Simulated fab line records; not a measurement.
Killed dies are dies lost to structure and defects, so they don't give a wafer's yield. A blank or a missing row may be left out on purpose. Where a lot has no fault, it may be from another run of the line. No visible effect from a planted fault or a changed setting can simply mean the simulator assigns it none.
fab line records -- flow gf180mcu
record lots=15, wafers=42, last-day=34
route steps=602 shown M3@411 V3@444 M5@536
lots that met no fault: from a run of the same line without faults
start-h: hours from the record's opening day to when the first of the lot's shown wafers began -- wait-h: hours since the lot's step before -- " identical to the entry in the row above -- L1.1+2: several wafers, shown together as one row -- - either no value or no given start -- * or withheld: withheld -- < > ~ a bound
route shown NAME@n: a module of which the file shows steps, and the number in the route of the first -- usual: average and standard deviation across the fault-free wafers -- same: alike in all rows -- chamber/n: place in a boat -- sites: the reading at each site -- _std_site: the standard deviation of these -- _edge_site: the outer-site mean with the inner-site mean subtracted -- radius-mm: how far each site lies from the wafer's centre -- mask NAME#n: copy n -- behind: the last tool/chamber to shape the wafer -- hold: reason for holding the lot/hours on hold/outcome of the hold -- device: the n, p or np transistor that did not switch -- end of line: tests of these same wafers at the route's end -- step lacking rows: just its recipe -- killed: count of dies lost to structure and defects at first sort (not the wafer's yield) -- map: a wafer's dies, x killed, . not, _ none there
set.NAME: the run value of the setting; set.NAME@STEP: its run value at that earlier step -- model.NAME: the simulator's own value behind a step, which no gauge read
route steps across a sampled set of lots; one table per step, one row per wafer
services: the hour from which a tool's chamber was out of use, counted from the record's first day as start-h (under 0 if before that day), plus the number of hours and why
## steps
# step GF_M3_SPUTTER_02
# recipe material=AlCu, target-thk-nm=450, power-w=10600, time-s=23.9, chamber-pressure-pa=0.4
# usual throttle-valve-pct=30.8/1.3
lot.wafer,tool,chamber,start-h,wait-h,throttle-valve-pct
L617.1,pvd-sputter-04,-,480.87,0.0,30.5
L617.2,pvd-sputter-04,-,480.87,0.0,32.4
L617.5,pvd-sputter-04,-,480.87,0.0,30.7
L615.1,pvd-sputter-04,-,484.02,0.0,28.6
L615.3,pvd-sputter-04,-,484.02,0.0,30.5
L615.6,pvd-sputter-04,-,484.02,0.0,31.0
L616.2,pvd-sputter-03,-,484.90,0.0,31.1
L616.3,pvd-sputter-03,-,484.90,0.0,30.8
L616.5,pvd-sputter-03,-,484.90,0.0,30.8
L614.1,pvd-sputter-01,-,486.86,0.0,30.6
L614.4,pvd-sputter-01,-,486.86,0.0,31.7
L614.5,pvd-sputter-01,-,486.86,0.0,31.3
L618.1,pvd-sputter-03,-,489.87,0.0,30.8
L618.3,pvd-sputter-03,-,489.87,0.0,31.4
L618.5,pvd-sputter-03,-,489.87,0.0,31.4
L619.3,pvd-sputter-03,-,491.77,0.0,32.3
L619.4,pvd-sputter-03,-,491.77,0.0,31.4
L619.6,pvd-sputter-03,-,491.77,0.0,30.9
L620.3,pvd-sputter-03,-,499.72,0.0,31.3
L620.4,pvd-sputter-03,-,499.72,0.0,32.3
L622.2,pvd-sputter-03,-,511.77,0.0,32.4
L622.6,pvd-sputter-03,-,511.77,0.0,32.1
L623.3,pvd-sputter-04,-,525.97,0.0,28.7
L623.6,pvd-sputter-04,-,525.97,0.0,32.4
L631.3,pvd-sputter-03,-,588.17,0.0,31.2
L631.4,pvd-sputter-03,-,588.17,0.0,32.5
L631.5,pvd-sputter-03,-,588.17,0.0,31.1
L632.1,pvd-sputter-03,-,601.58,0.0,32.5
L632.2,pvd-sputter-03,-,601.58,0.0,28.7
L632.4,pvd-sputter-03,-,601.58,0.0,32.1
L633.1,pvd-sputter-03,-,604.97,0.0,28.8
L633.3,pvd-sputter-03,-,604.97,0.0,31.4
L633.6,pvd-sputter-03,-,604.97,0.0,28.5
L634.1,pvd-sputter-03,-,616.58,0.0,32.3
L634.5,pvd-sputter-03,-,616.58,0.0,30.9
L634.6,pvd-sputter-03,-,616.58,0.0,31.4
L636.3,pvd-sputter-03,-,633.65,0.0,32.5
L636.4,pvd-sputter-03,-,633.65,0.0,30.8
L636.5,pvd-sputter-03,-,633.65,0.0,32.3
L637.3,pvd-sputter-04,-,637.71,0.0,28.8
L637.4,pvd-sputter-04,-,637.71,0.0,30.9
L637.6,pvd-sputter-04,-,637.71,0.0,32.4
# step GF_M3_METAL_ETCH_16
# recipe chemistry=Cl2/BCl3, mask-material=KrF, target-depth-nm=750.8, stop-on=SiO2, pressure-mtorr=8, icp-w=800, bias-w=140, Cl2_flow_sccm=80, bcl3-flow-sccm=40, time-s=125.1
# usual bcl3-flow-sccm=39.99/0.1, drypump-motor-current-A=6.32/0.27, oes-product-au=0.992/0.0063, throttle-valve-pct=28.227/0.01
lot.wafer,tool,chamber,start-h,wait-h,bcl3-flow-sccm,drypump-motor-current-A,oes-product-au,rf-hours-counter-h,throttle-valve-pct
L617.1,rie-metal-03,0,503.59,0.0,40.15,6.09,0.993,9,28.207
L617.2,rie-metal-03,0,503.59,0.0,39.91,6.13,0.993,-,28.203
L617.5,rie-metal-03,0,503.59,0.0,40.02,6.12,0.998,-,28.217
L615.1,rie-metal-02,0,506.29,0.0,40.01,5.61,0.981,13,28.227
L615.3,rie-metal-02,1,506.29,0.0,39.91,6.57,0.988,-,28.225
L615.6,rie-metal-02,1,506.29,0.0,39.97,6.63,0.995,-,28.222
L616.2,rie-metal-03,0,507.74,0.1,40.09,6.09,0.998,-,28.225
L616.3,rie-metal-03,0,507.74,0.1,39.98,6.11,0.998,-,28.222
L616.5,rie-metal-03,0,507.74,0.1,39.92,6.11,0.994,-,28.226
L614.1,rie-metal-02,1,509.29,0.0,39.74,6.63,0.994,0,28.209
L614.4,rie-metal-02,1,509.29,0.0,39.96,6.63,0.986,-,28.225
L614.5,rie-metal-02,0,509.29,0.0,40.07,5.65,0.992,-,28.232
L618.1,rie-metal-03,0,512.39,0.0,39.97,6.12,0.996,10,28.244
L618.3,rie-metal-03,0,512.39,0.0,40.04,6.11,1.000,-,28.234
L618.5,rie-metal-03,0,512.39,0.0,40.04,6.13,0.998,-,28.243
L619.3,rie-metal-01,0,514.38,0.1,39.92,6.37,0.995,-,28.231
L619.4,rie-metal-01,1,514.38,0.1,40.03,6.63,0.976,-,28.238
L619.6,rie-metal-01,1,514.38,0.1,40.19,6.60,0.973,-,28.255
L620.3,rie-metal-01,1,522.69,0.1,39.91,6.61,0.982,-,28.232
L620.4,rie-metal-01,0,522.69,0.1,40.03,6.31,1.003,-,28.225
L622.2,rie-metal-01,0,534.19,0.0,39.95,6.32,0.991,5,28.211
L622.6,rie-metal-01,1,534.19,0.0,40.16,6.60,0.981,-,28.236
L623.3,rie-metal-02,1,548.37,0.1,40.05,6.61,0.998,-,28.221
L623.6,rie-metal-02,1,548.37,0.1,39.90,6.58,0.993,-,28.202
L631.3,rie-metal-03,0,610.45,0.1,39.81,6.10,0.992,-,28.237
L631.4,rie-metal-03,1,610.45,0.1,39.93,6.42,1.001,-,28.216
L631.5,rie-metal-03,1,610.45,0.1,39.83,6.43,0.996,-,28.230
L632.1,rie-metal-03,1,623.84,0.0,39.85,6.43,0.989,11,28.234
L632.2,rie-metal-03,1,623.84,0.0,39.95,6.44,0.996,-,28.235
L632.4,rie-metal-03,1,623.84,0.0,39.93,6.46,1.001,-,28.226
L633.1,rie-metal-03,1,627.24,0.0,39.90,6.45,0.988,12,28.208
L633.3,rie-metal-03,1,627.24,0.0,39.92,6.49,0.990,-,28.228
L633.6,rie-metal-03,1,627.24,0.0,40.06,6.46,1.005,-,28.230
L634.1,rie-metal-03,1,639.19,0.0,39.95,6.47,0.989,13,28.231
L634.5,rie-metal-03,1,639.19,0.0,40.00,6.45,0.992,-,28.230
L634.6,rie-metal-03,1,639.19,0.0,39.94,6.43,0.994,-,28.209
L636.3,rie-metal-02,1,655.83,0.1,39.99,6.59,0.985,-,28.218
L636.4,rie-metal-02,0,655.83,0.1,40.21,5.66,1.003,-,28.228
L636.5,rie-metal-02,0,655.83,0.1,39.93,5.66,0.998,-,28.217
L637.3,rie-metal-03,0,659.45,0.1,39.97,6.12,0.990,-,28.229
L637.4,rie-metal-03,0,659.45,0.1,39.98,6.11,0.994,-,28.235
L637.6,rie-metal-03,0,659.45,0.1,39.96,6.14,0.993,-,28.228
# step GF_V3_OVL_MEAS_15
# usual V3_OVL=-1/5
lot.wafer,tool,chamber,start-h,wait-h,V3_OVL[nm]
L617.1,overlay-01,-,527.50,0.1,-3
L617.2,overlay-01,-,527.50,0.1,9
L617.5,overlay-01,-,527.50,0.1,-3
L615.1,overlay-01,-,529.81,0.1,-5
L615.3,overlay-01,-,529.81,0.1,-4
L615.6,overlay-01,-,529.81,0.1,-1
L616.2,overlay-02,-,531.46,0.1,-3
L616.3,overlay-02,-,531.46,0.1,5
L616.5,overlay-02,-,531.46,0.1,4
L614.1,overlay-02,-,533.36,0.1,2
L614.4,overlay-02,-,533.36,0.1,1
L614.5,overlay-02,-,533.36,0.1,5
L618.1,overlay-02,-,536.40,0.1,-5
L618.3,overlay-02,-,536.40,0.1,-5
L618.5,overlay-02,-,536.40,0.1,2
L619.3,overlay-02,-,538.31,0.1,-11
L619.4,overlay-02,-,538.31,0.1,-13
L619.6,overlay-02,-,538.31,0.1,-6
L620.3,overlay-02,-,546.22,0.1,5
L620.4,overlay-02,-,546.22,0.1,0
L622.2,overlay-02,-,558.21,0.1,4
L622.6,overlay-02,-,558.21,0.1,-4
L623.3,overlay-01,-,572.61,0.1,-6
L623.6,overlay-01,-,572.61,0.1,-11
L631.3,overlay-02,-,633.13,0.1,-2
L631.4,overlay-02,-,633.13,0.1,0
L631.5,overlay-02,-,633.13,0.1,-1
L632.1,overlay-01,-,647.55,0.1,-1
L632.2,overlay-01,-,647.55,0.1,-9
L632.4,overlay-01,-,647.55,0.1,-13
L633.1,overlay-01,-,650.75,0.1,-3
L633.3,overlay-01,-,650.75,0.1,-1
L633.6,overlay-01,-,650.75,0.1,-9
L634.1,overlay-02,-,662.20,0.1,6
L634.5,overlay-02,-,662.20,0.1,5
L634.6,overlay-02,-,662.20,0.1,0
L636.3,overlay-02,-,678.76,0.1,2
L636.4,overlay-02,-,678.76,0.1,-10
L636.5,overlay-02,-,678.76,0.1,3
L637.3,overlay-01,-,682.47,0.1,-2
L637.4,overlay-01,-,682.47,0.1,-14
L637.6,overlay-01,-,682.47,0.1,-5
# step GF_M5_METAL_ETCH_10
# recipe chemistry=Cl2/BCl3, mask-material=KrF, target-depth-nm=750.8, stop-on=SiO2, pressure-mtorr=8, icp-w=800, bias-w=140, Cl2_flow_sccm=80, bcl3-flow-sccm=40, time-s=125.1
# usual bcl3-flow-sccm=40.01/0.11, drypump-motor-current-A=6.2/0.38, oes-product-au=0.992/0.0073, throttle-valve-pct=28.228/0.011
lot.wafer,tool,chamber,start-h,wait-h,bcl3-flow-sccm,drypump-motor-current-A,oes-product-au,rf-hours-counter-h,throttle-valve-pct
L617.1,rie-metal-03,0,620.51,0.0,39.99,6.1,1.004,13,28.239
L617.2,rie-metal-03,1,620.51,0.0,39.99,6.4,0.991,11,28.221
L617.5,rie-metal-03,1,620.51,0.0,39.92,6.5,0.999,-,28.226
L615.1,rie-metal-04,0,624.16,0.0,39.97,5.9,0.988,5,28.237
L615.3,rie-metal-04,0,624.16,0.0,40.10,5.9,0.998,-,28.229
L615.6,rie-metal-04,1,624.16,0.0,39.97,6.6,0.986,-,28.232
L616.2,rie-metal-04,0,625.31,0.0,40.14,5.9,0.987,5,28.224
L616.3,rie-metal-04,1,625.31,0.0,40.10,6.5,0.981,-,28.236
L616.5,rie-metal-04,1,625.31,0.0,39.96,6.6,0.979,-,28.230
L614.1,rie-metal-02,0,628.66,0.0,40.23,5.6,0.998,3,28.235
L614.4,rie-metal-02,0,628.66,0.0,40.20,5.7,1.008,-,28.226
L614.5,rie-metal-02,1,628.66,0.0,40.00,6.6,1.003,-,28.225
L618.1,rie-metal-02,0,630.86,0.0,39.95,5.7,0.989,3,28.234
L618.3,rie-metal-02,1,630.86,0.0,40.00,6.6,0.994,-,28.233
L618.5,rie-metal-02,1,630.86,0.0,39.93,6.6,0.988,-,28.232
L619.3,rie-metal-04,0,631.85,0.1,40.07,5.9,0.992,-,28.239
L619.4,rie-metal-04,1,631.85,0.1,39.91,6.5,0.976,-,28.249
L619.6,rie-metal-04,1,631.85,0.1,39.93,6.6,0.980,-,28.243
L620.3,rie-metal-04,1,638.35,0.1,39.89,6.5,0.729,-,28.519
L620.4,rie-metal-04,0,638.35,0.1,40.08,5.9,0.992,-,28.217
L622.2,rie-metal-04,0,651.90,0.0,40.12,5.9,0.731,6,28.513
L622.6,rie-metal-04,0,651.90,0.0,39.85,5.9,0.987,-,28.234
L623.3,rie-metal-04,1,665.65,0.1,39.93,6.5,0.732,-,28.507
L623.6,rie-metal-04,0,665.65,0.1,39.94,5.9,0.990,-,28.233
L631.3,rie-metal-02,0,718.31,0.1,40.11,5.7,1.000,-,28.231
L631.4,rie-metal-02,1,718.31,0.1,40.18,6.6,0.992,-,28.225
L631.5,rie-metal-02,1,718.31,0.1,40.03,6.6,1.000,-,28.220
L632.1,rie-metal-04,1,729.46,0.0,40.20,6.5,0.980,4,28.237
L632.2,rie-metal-04,0,729.46,0.0,40.00,5.9,0.998,9,28.209
L632.4,rie-metal-04,1,729.46,0.0,40.05,6.6,0.983,-,28.220
L633.1,rie-metal-04,1,733.53,0.0,39.97,6.6,0.979,4,28.243
L633.3,rie-metal-04,1,733.53,0.0,39.94,6.6,0.984,-,28.245
L633.6,rie-metal-04,1,733.53,0.0,40.07,6.6,0.980,-,28.232
L634.1,rie-metal-02,1,742.16,0.0,40.01,6.6,0.988,9,28.223
L634.5,rie-metal-02,1,742.16,0.0,40.00,6.6,0.997,-,28.236
L634.6,rie-metal-02,0,742.16,0.0,40.05,5.6,0.996,-,28.225
L636.3,rie-metal-02,1,754.00,0.1,40.01,6.6,0.997,-,28.225
L636.4,rie-metal-02,0,754.00,0.1,40.02,5.7,1.004,-,28.235
L636.5,rie-metal-02,0,754.00,0.1,40.14,5.7,0.991,-,28.204
L637.3,rie-metal-02,0,756.35,0.1,39.93,5.7,0.995,-,28.213
L637.4,rie-metal-02,1,756.35,0.1,39.98,6.6,0.991,-,28.226
L637.6,rie-metal-02,1,756.35,0.1,40.16,6.6,0.989,-,28.224
# step GF_M5_STRIP_11
# recipe chemistry=O2/N2, power-w=1400, pressure-mtorr=1500, platen-temp-c=250, o2-flow-sccm=3000, n2-flow-sccm=300, overash-fraction=0.5
# usual drypump-motor-current-A=5.7/0.5, heater-power-w=336/38, n2-flow-sccm=300.1/0.86, oes-product-au=0.522/0.0051, strip-time-to-endpoint-s=7.02/0.072
lot.wafer,tool,chamber,start-h,wait-h,drypump-motor-current-A,heater-power-w,n2-flow-sccm,oes-product-au,rf-hours-counter-h,strip-time-to-endpoint-s
L617.1,plasma-asher-03,1,620.63,0.1,6.0,348,301.4,0.522,96,6.94
L617.2,plasma-asher-03,0,620.63,0.1,6.1,344,299.6,0.524,96,7.06
L617.5,plasma-asher-03,0,620.63,0.1,6.1,342,299.9,0.521,-,7.05
L615.1,plasma-asher-01,1,624.29,0.1,5.0,292,299.5,0.524,86,7.03
L615.3,plasma-asher-01,0,624.29,0.1,5.2,317,300.3,0.525,-,7.05
L615.6,plasma-asher-01,1,624.29,0.1,5.0,292,300.4,0.519,-,7.10
L616.2,plasma-asher-01,1,625.43,0.1,5.0,287,301.0,0.518,87,7.05
L616.3,plasma-asher-01,1,625.43,0.1,5.0,292,300.5,0.526,-,7.13
L616.5,plasma-asher-01,0,625.43,0.1,5.2,318,299.8,0.526,-,7.11
L614.1,plasma-asher-01,1,628.79,0.1,5.0,290,300.0,0.521,87,6.92
L614.4,plasma-asher-01,0,628.79,0.1,5.2,313,300.1,0.516,-,6.97
L614.5,plasma-asher-01,0,628.79,0.1,5.2,311,299.4,0.523,-,7.00
L618.1,plasma-asher-02,1,630.99,0.1,6.1,327,299.6,0.522,49,6.96
L618.3,plasma-asher-02,1,630.99,0.1,6.0,330,301.6,0.523,-,7.00
L618.5,plasma-asher-02,1,630.99,0.1,6.1,325,299.8,0.526,-,7.03
L619.3,plasma-asher-03,0,631.97,0.1,6.1,336,300.6,0.533,-,7.03
L619.4,plasma-asher-03,1,631.97,0.1,6.0,351,300.2,0.527,-,7.20
L619.6,plasma-asher-03,1,631.97,0.1,6.0,339,300.3,0.527,-,7.18
L620.3,plasma-asher-01,1,638.47,0.1,4.9,290,299.9,0.571,-,8.30
L620.4,plasma-asher-01,0,638.47,0.1,5.2,320,299.8,0.522,-,7.00
L622.2,plasma-asher-02,1,652.03,0.1,6.0,332,299.9,0.564,51,8.29
L622.6,plasma-asher-02,0,652.03,0.1,6.2,409,300.6,0.524,-,7.04
L623.3,plasma-asher-03,1,665.77,0.1,6.0,353,299.5,0.571,-,8.32
L623.6,plasma-asher-03,1,665.77,0.1,6.0,351,298.4,0.527,-,7.02
L631.3,plasma-asher-02,1,718.42,0.1,6.0,337,299.1,0.519,-,6.97
L631.4,plasma-asher-02,0,718.42,0.1,6.2,422,301.1,0.528,-,7.01
L631.5,plasma-asher-02,1,718.42,0.1,6.0,337,300.4,0.525,-,7.03
L632.1,plasma-asher-01,1,729.59,0.1,5.0,289,300.7,0.524,97,7.09
L632.2,plasma-asher-01,0,729.59,0.1,5.2,311,301.2,0.519,97,7.01
L632.4,plasma-asher-01,0,729.59,0.1,5.2,318,301.4,0.536,-,7.15
L633.1,plasma-asher-03,0,733.66,0.1,6.1,335,300.1,0.526,107,7.08
L633.3,plasma-asher-03,0,733.66,0.1,6.1,332,300.3,0.524,-,7.08
L633.6,plasma-asher-03,1,733.66,0.1,6.0,356,299.3,0.525,-,7.07
L634.1,plasma-asher-02,1,742.29,0.1,6.0,324,301.2,0.528,61,7.00
L634.5,plasma-asher-02,1,742.29,0.1,6.0,326,300.1,0.515,-,7.02
L634.6,plasma-asher-02,0,742.29,0.1,6.2,408,299.6,0.510,-,6.90
L636.3,plasma-asher-03,0,754.12,0.1,6.1,331,300.5,0.517,-,7.02
L636.4,plasma-asher-03,1,754.12,0.1,6.0,358,301.6,0.514,-,6.87
L636.5,plasma-asher-03,0,754.12,0.1,6.1,336,299.5,0.516,-,6.88
L637.3,plasma-asher-02,0,756.47,0.1,6.2,431,299.3,0.521,-,6.91
L637.4,plasma-asher-02,1,756.47,0.1,6.0,329,300.8,0.534,-,6.98
L637.6,plasma-asher-02,1,756.47,0.1,6.1,332,300.1,0.521,-,7.01
## services
tool,chamber,start-h,hours,kind
rie-metal-01,1,479.06,4.2,repair
rie-metal-03,1,501.38,14.8,repair
plasma-asher-01,-,503.13,0.9,repair
rie-metal-02,1,511.99,3.4,repair
rie-metal-02,1,519.54,5.1,repair
plasma-asher-02,-,520.27,2.1,repair
pvd-sputter-04,-,523.28,0.7,repair
plasma-asher-03,-,524.07,2.1,repair
pvd-sputter-04,-,537.10,0.6,repair
plasma-asher-03,-,559.38,4.4,pm
pvd-sputter-04,-,562.26,9.9,repair
rie-metal-02,0,566.55,1.0,repair
plasma-asher-02,-,605.57,2.5,repair
plasma-asher-01,-,609.81,0.4,repair
pvd-sputter-04,-,636.29,0.5,repair
rie-metal-03,1,639.46,26.3,repair
rie-metal-02,-,667.50,2.7,repair
rie-metal-04,1,681.58,9.1,repair
plasma-asher-01,-,710.91,4.3,pm
pvd-sputter-04,-,719.95,3.8,repair
plasma-asher-03,-,733.76,9.0,pm
pvd-sputter-04,-,734.20,1.8,repair
rie-metal-04,-,736.62,2.8,pm
pvd-sputter-04,-,747.71,2.1,repair
## key
first-sign step=GF_M5_METAL_ETCH_10, reading=oes-product-au, direction=down, sigmas=36, usual=0.992, struck=0.731
effect step=GF_M5_METAL_ETCH_10, reading=throttle-valve-pct, direction=up, sigmas=27, usual=28.228, struck=28.513
effect step=GF_M5_STRIP_11, reading=strip-time-to-endpoint-s, direction=up, sigmas=18, usual=*, struck=*
met-at GF_M5_METAL_ETCH_10
struck-lots L620,L622,L623
struck-wafers L620.3,L622.2,L623.3
later-rows-left-out L620.3,L622.2,L623.3
sort-left-out L620.3,L622.2,L623.3
not-acting-at GF_M3_SPUTTER_02,GF_M3_METAL_ETCH_16,GF_V3_OVL_MEAS_15
onset-between 631.85 638.35
fault kind=process-parameter-drift, tool=rie-metal-04, chamber=-, onset-h=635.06, steps=GF_M5_METAL_ETCH_10, channel=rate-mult, offset=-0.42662, shape=step, end-h=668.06, scope=struck-wafers-only
# sort-left-out: the simulated sort isn't trusted on such a fault, so these wafers' sort isn't shown, and their yield isn't known
# later-rows-left-out: the simulator's readings of these wafers behind a module that went badly wrong aren't trusted and aren't shown, but for the sort
